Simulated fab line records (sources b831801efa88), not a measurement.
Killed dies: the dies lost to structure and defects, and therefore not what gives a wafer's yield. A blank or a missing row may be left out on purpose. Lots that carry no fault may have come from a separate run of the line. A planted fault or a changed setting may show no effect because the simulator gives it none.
fab line records ; flow gf180mcu
record lots=6; wafers=18; last_day=34
route steps=602 shown HV_LDD@227 NSD@235
lots untouched by any fault: they come from a run of this same line in which no faults occurred
start_h: hours from the record's opening day to when the first of the lot's shown wafers began ; wait_h: hours elapsed since this lot's preceding step ; " as in the row above ; L1.1+2: one row covering several wafers at once ; - value missing, or start not given ; * or withheld: withheld ; < > ~ a bound
route shown NAME@n: NAME is a module with steps in the file, n the number in the route of the first one ; usual: the fault-free wafers' mean and standard deviation ; same: alike in all rows ; chamber/n: place in a boat ; sites: the reading at each site ; _std_site: their standard deviation ; _edge_site: the outer-site mean with the inner-site mean subtracted ; radius_mm: for every site, how far away it sits from the centre of the wafer ; mask NAME#n: copy n ; behind: the last tool/chamber to shape the wafer ; hold: reason for holding the lot/hours on hold/outcome of the hold ; device: names the non-switching transistor (n, p or np) ; end of line: at the end of the route, the tests of the same wafers ; a step given without rows: its recipe and nothing more ; killed: at the first sort, the dies lost to defects and structure; wafer yield is something else ; map: the dies of a wafer, with x for killed, . for not killed, _ for no die there
set.NAME: setting as actually run; set.NAME@STEP: the setting as run at that earlier step ; model.NAME: the simulator's own value behind a step, which no gauge read
a table for each step, a row for each wafer; lots at some steps of the route
services: the hour from which a tool's chamber was out of use, counted from the record's first day as start_h (under 0 if before that day), plus the number of hours and why
## steps
# step GF_HV_LDD_CLEAN_51
# recipe chemistry=SC1/SC2; mix=1:4:20; temp_c=70; time_s=150; dry=n2_spin
# step GF_HV_LDD_RTA_52
# recipe temp_c=1000; time_s=10; ambient=N2
# usual lamp_power_pct=31.5/1.7; wafer_temp_C_max=1003.6/0.95
lot.wafer;tool;chamber;start_h;wait_h;lamp_power_pct;wafer_temp_C_max
L427.4;rtp_anneal-01;0;291.10;0.0;30.2;1002.1
L427.5;rtp_anneal-01;0;291.10;0.0;30.2;1002.2
L427.6;rtp_anneal-01;0;291.10;0.0;30.2;1003.1
L429.4;rtp_anneal-01;0;320.44;0.0;30.2;1004.4
L429.5;rtp_anneal-01;0;320.44;0.0;30.2;1003.3
L429.6;rtp_anneal-01;0;320.44;0.0;30.1;1002.2
L430.2;rtp_anneal-01;0;330.01;0.0;30.2;1003.5
L430.3;rtp_anneal-01;0;330.01;0.0;30.2;1004.6
L430.6;rtp_anneal-01;0;330.01;0.0;30.2;1004.3
L439.2;rtp_anneal-01;0;395.37;0.0;30.2;1002.3
L439.3;rtp_anneal-01;0;395.37;0.0;30.1;1002.2
L439.4;rtp_anneal-01;0;395.37;0.0;30.2;1002.6
L443.2;rtp_anneal-01;0;419.78;0.0;30.2;1004.2
L443.3;rtp_anneal-01;0;419.78;0.0;30.2;1003.3
L443.6;rtp_anneal-01;0;419.78;0.0;30.2;1003.3
L446.1;rtp_anneal-01;0;446.13;0.0;30.2;1002.5
L446.2;rtp_anneal-01;0;446.13;0.0;30.1;1006.5
L446.6;rtp_anneal-01;0;446.13;0.0;30.2;1005.4
# step GF_HV_LDD_RS_MEAS_53
# recipe thk_meas_gauge=four-point-probe
# usual HV_LDD_RS=417.8/1.2
lot.wafer;tool;chamber;start_h;wait_h;HV_LDD_RS[ohm/sq]
L427.4;film_metro-02;-;291.19;0.1;417.9
L427.5;film_metro-02;-;291.19;0.1;418.3
L427.6;film_metro-02;-;291.19;0.1;418.7
L429.4;film_metro-04;-;320.54;0.1;417.3
L429.5;film_metro-04;-;320.54;0.1;418.5
L429.6;film_metro-04;-;320.54;0.1;417.7
L430.2;film_metro-02;-;330.09;0.1;417.3
L430.3;film_metro-02;-;330.09;0.1;417.2
L430.6;film_metro-02;-;330.09;0.1;418.2
L439.2;film_metro-02;-;395.44;0.1;415.8
L439.3;film_metro-02;-;395.44;0.1;417.1
L439.4;film_metro-02;-;395.44;0.1;416.1
L443.2;film_metro-02;-;419.85;0.1;416.6
L443.3;film_metro-02;-;419.85;0.1;415.6
L443.6;film_metro-02;-;419.85;0.1;416.4
L446.1;film_metro-04;-;446.20;0.1;417.2
L446.2;film_metro-04;-;446.20;0.1;417.5
L446.6;film_metro-04;-;446.20;0.1;417.9
# step GF_HV_LDD_CVD_54
# recipe material=SiO2; target_thk_nm=10; precursor=TEOS; temp_c=680; time_s=75; pressure_mtorr=400
# step GF_HV_LDD_THK_MEAS_55
# recipe reads=SiO2_of_HV_LDD_CVD_54
# usual HV_LDD_CVD_54_THK=10.08/0.15
lot.wafer;tool;chamber;start_h;wait_h;HV_LDD_CVD_54_THK[nm]
L427.4;film_metro-03;-;293.44;0.0;10.13
L427.5;film_metro-03;-;293.44;0.0;10.34
L427.6;film_metro-03;-;293.44;0.0;10.13
L429.4;film_metro-02;-;321.65;0.0;10.08
L429.5;film_metro-02;-;321.65;0.0;9.89
L429.6;film_metro-02;-;321.65;0.0;10.09
L430.2;film_metro-02;-;331.22;0.0;10.37
L430.3;film_metro-02;-;331.22;0.0;10.38
L430.6;film_metro-02;-;331.22;0.0;10.37
L439.2;film_metro-03;-;396.57;0.0;10.12
L439.3;film_metro-03;-;396.57;0.0;10.13
L439.4;film_metro-03;-;396.57;0.0;10.25
L443.2;film_metro-04;-;420.98;0.0;9.88
L443.3;film_metro-04;-;420.98;0.0;9.68
L443.6;film_metro-04;-;420.98;0.0;9.66
L446.1;film_metro-03;-;447.34;0.0;10.07
L446.2;film_metro-03;-;447.34;0.0;9.93
L446.6;film_metro-03;-;447.34;0.0;9.96
# step GF_HV_LDD_CVD_56
# recipe material=Si3N4; precursor=DCS/NH3; target_thk_nm=90; temp_c=770; time_s=1543; pressure_mtorr=250
# step GF_HV_LDD_THK_MEAS_57
# recipe reads=Si3N4_of_HV_LDD_CVD_56
# usual HV_LDD_CVD_56_THK=90.4/0.79
lot.wafer;tool;chamber;start_h;wait_h;HV_LDD_CVD_56_THK[nm]
L427.4;film_metro-02;-;295.92;0.0;90.5
L427.5;film_metro-02;-;295.92;0.0;91.0
L427.6;film_metro-02;-;295.92;0.0;89.9
L429.4;film_metro-04;-;323.13;0.0;91.7
L429.5;film_metro-04;-;323.13;0.0;92.0
L429.6;film_metro-04;-;323.13;0.0;92.2
L430.2;film_metro-03;-;332.71;0.0;90.2
L430.3;film_metro-03;-;332.71;0.0;90.3
L430.6;film_metro-03;-;332.71;0.0;89.7
L439.2;film_metro-02;-;398.06;0.0;91.5
L439.3;film_metro-02;-;398.06;0.0;90.8
L439.4;film_metro-02;-;398.06;0.0;91.1
L443.2;film_metro-02;-;422.54;0.1;90.9
L443.3;film_metro-02;-;422.54;0.1;90.4
L443.6;film_metro-02;-;422.54;0.1;90.3
L446.1;film_metro-03;-;448.82;0.0;89.6
L446.2;film_metro-03;-;448.82;0.0;89.2
L446.6;film_metro-03;-;448.82;0.0;90.0
# step GF_HV_LDD_ETCHBACK_58
# recipe chemistry=CH3F/O2; target=Si3N4; stop_on=SiO2; source_w=400; bias_w=80; pressure_mtorr=25; ch3f_flow_sccm=40; O2_flow_sccm=30; time_s=100; target_depth_a=900
# usual drypump_motor_current_A=5.8/0.44; oes_product_au=0.844/0.0056; rf_fwd_power_W=397.9/1.4; throttle_valve_pct=10.562/0.0093
lot.wafer;tool;chamber;start_h;wait_h;drypump_motor_current_A;oes_product_au;rf_fwd_power_W;rf_hours_counter_h;throttle_valve_pct
L427.4;rie_diel-01;2;295.95;0.0;5.4;0.844;398.9;3;10.564
L427.5;rie_diel-01;0;295.95;0.0;5.8;0.845;397.1;-;10.560
L427.6;rie_diel-01;1;295.95;0.0;5.2;0.840;397.2;-;10.567
L429.4;rie_diel-02;1;323.16;0.0;6.3;0.851;397.6;9;10.589
L429.5;rie_diel-02;1;323.16;0.0;6.3;0.855;397.8;-;10.555
L429.6;rie_diel-02;0;323.16;0.0;5.7;0.852;394.1;-;10.559
L430.2;rie_diel-04;2;332.76;0.0;6.1;0.846;398.6;20;10.551
L430.3;rie_diel-04;3;332.76;0.0;5.8;0.841;398.8;70;10.557
L430.6;rie_diel-04;3;332.76;0.0;5.8;0.839;398.0;-;10.559
L439.2;rie_diel-01;1;398.11;0.0;5.2;0.846;399.5;73;10.568
L439.3;rie_diel-01;3;398.11;0.0;6.5;0.846;396.4;7;10.560
L439.4;rie_diel-01;0;398.11;0.0;5.8;0.846;398.5;64;10.567
L443.2;rie_diel-02;0;422.59;0.0;5.7;0.851;397.0;25;10.547
L443.3;rie_diel-02;0;422.59;0.0;5.7;0.846;395.9;-;10.582
L443.6;rie_diel-02;0;422.59;0.0;5.7;0.851;394.4;-;10.556
L446.1;rie_diel-04;1;448.88;0.1;4.9;0.842;398.8;95;10.562
L446.2;rie_diel-04;3;448.88;0.1;5.8;0.845;398.7;73;10.566
L446.6;rie_diel-04;2;448.88;0.1;6.1;0.843;397.5;-;10.569
# step GF_NSD_DEHYDRATE_00
# recipe temp_c=200; time_s=60
# step GF_NSD_HMDS_01
# recipe prime_time_s=60; prime_temp_c=120
# step GF_NSD_COAT_02
# recipe resist=NOVOLAK; spin_rpm=3000; resist_thk_nm=1000
# step GF_NSD_SOFTBAKE_03
# recipe temp_c=90; time_s=60; resist=NOVOLAK
# step GF_NSD_EXPOSE_04
# recipe mask_id=Nplus; target_cd_nm=400; na=0.6; source_shape=conventional; sigma_outer=0.6; dose_mj=140
# usual exposure_dose_mJ_cm2=139.99/0.13; focus_offset_nm=-0.1/0.47; na=0.6/0
lot.wafer;tool;chamber;start_h;wait_h;mask;exposure_dose_mJ_cm2;focus_offset_nm;na
L427.4;iline_stepper-02;0;306.96;-;Nplus#0;140.10;0.0;0.6
L427.5;iline_stepper-02;0;306.96;-;Nplus#0;140.06;-0.6;0.6
L427.6;iline_stepper-02;0;306.96;-;Nplus#0;140.02;-0.7;0.6
L429.4;iline_stepper-02;-;333.61;-;Nplus#0;-;-;-
L429.5;iline_stepper-02;-;333.61;-;Nplus#0;-;-;-
L429.6;iline_stepper-02;-;333.61;-;Nplus#0;-;-;-
L430.2;iline_stepper-02;-;343.13;-;Nplus#0;-;-;-
L430.3;iline_stepper-02;-;343.13;-;Nplus#0;-;-;-
L430.6;iline_stepper-02;-;343.13;-;Nplus#0;-;-;-
L439.2;iline_stepper-02;0;409.21;-;Nplus#0;139.92;0.6;0.6
L439.3;iline_stepper-02;0;409.21;-;Nplus#0;139.97;-0.9;0.6
L439.4;iline_stepper-02;0;409.21;-;Nplus#0;140.01;-0.4;0.6
L443.2;iline_stepper-01;0;433.79;-;Nplus#0;139.94;-0.3;0.6
L443.3;iline_stepper-01;0;433.79;-;Nplus#0;139.81;-0.2;0.6
L443.6;iline_stepper-01;0;433.79;-;Nplus#0;139.94;0.2;0.6
L446.1;iline_stepper-01;0;461.07;-;Nplus#0;139.78;0.5;0.6
L446.2;iline_stepper-01;0;461.07;-;Nplus#0;140.15;-0.3;0.6
L446.6;iline_stepper-01;0;461.07;-;Nplus#0;140.05;-0.9;0.6
# step GF_NSD_PEB_05
# recipe temp_c=withheld; time_s=*; resist=NOVOLAK
## services
tool;chamber;start_h;hours;kind
rie_diel-04;3;271.64;8.7;repair
iline_stepper-01;-;305.20;7.3;repair
rie_diel-04;-;314.65;2.8;pm
rie_diel-01;-;356.97;2.8;pm
iline_stepper-02;-;404.06;2.1;pm
rie_diel-02;1;404.69;33.5;repair
iline_stepper-02;-;406.15;-;consumable_replace:lamp
rie_diel-02;2;421.43;7.6;repair
rie_diel-01;-;426.02;1.8;repair
rie_diel-01;-;437.90;0.4;repair
rie_diel-02;0;441.71;5.0;repair
iline_stepper-01;-;452.55;1.7;pm
rie_diel-01;-;459.79;0.6;repair
## key
first_sign step=GF_NSD_EXPOSE_04; reading=tool_record; direction=missing
effect none on later readings
met_at GF_NSD_EXPOSE_04
struck_wafers L429.4,L429.5,L429.6,L430.2,L430.3,L430.6
sort_left_out L429.4,L429.5,L429.6,L430.2,L430.3,L430.6
tester_left_out L429,L430
onset_between 306.96 333.61
fault kind=skipped_step_whole; tool=iline_stepper-02; chamber=-; onset_h=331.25; steps=GF_NSD_EXPOSE_04; scope=struck_lots_only
# tester_left_out: of these lots the tester's yield and bins aren't shown, on N5 and GAA mostly nor the transistor test; their killed dies are dies lost to structure and defects alone, not to doping, threshold or leakage, so they don't give the yield
# sort_left_out: the simulated sort isn't trusted on such a fault, so these wafers' sort isn't shown, and their yield isn't known
